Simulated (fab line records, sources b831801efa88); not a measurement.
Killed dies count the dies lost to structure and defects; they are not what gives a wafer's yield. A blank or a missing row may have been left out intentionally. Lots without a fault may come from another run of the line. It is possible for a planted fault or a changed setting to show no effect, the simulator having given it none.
Chamber matching -- flow gf180mcu -- cmp-01 running GF_V1_CMP_04: 4 sister chambers
The step polishes SiO2. 4 wafers are shown with their chamber, then 8 later ones without.

## WAFERS PAIRED WITH THEIR CHAMBERS
wafer,chamber,motor_current_A (A)
L626.5,3,10.8
L634.3,0,13.4
L636.1,1,12.5
L638.2,2,11.2

## WAFERS WITH NO CHAMBER GIVEN
wafer,motor_current_A (A)
L638.4,11.2
L638.6,11.0
L639.2,12.0
L639.4,11.2
L639.6,11.7
L640.3,11.0
L640.5,11.0
L640.6,13.1

## CHAMBER TAKEN BY EACH
wafer,from the rows above,in truth
L638.4,can't be placed: 2 or 3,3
L638.6,can't be placed: 2 or 3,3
L639.2,can't be placed: 1 or 2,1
L639.4,can't be placed: 2 or 3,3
L639.6,can't be placed: 2 or 1 or 3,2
L640.3,can't be placed: 2 or 3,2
L640.5,can't be placed: 2 or 3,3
L640.6,can't be placed: 0 or 1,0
Placed correctly: 0 of 8. Unplaceable from these rows: 8, with the true chamber sitting among the candidates in 8. 0 placed wrongly.
How it was worked out, from the rows above alone: a wafer's distance from a chamber is the root of the sum, over the readings, of the square of ((its reading less the chamber's mean) divided by the reading's scatter). The wafer belongs to the nearest chamber; if the next one is less than 2 further off, it can't be placed. Each chamber's mean is taken over the wafers shown for it. The scatter: root of mean squared gap, hidden wafer to nearest shown wafer, with one shown wafer a chamber.
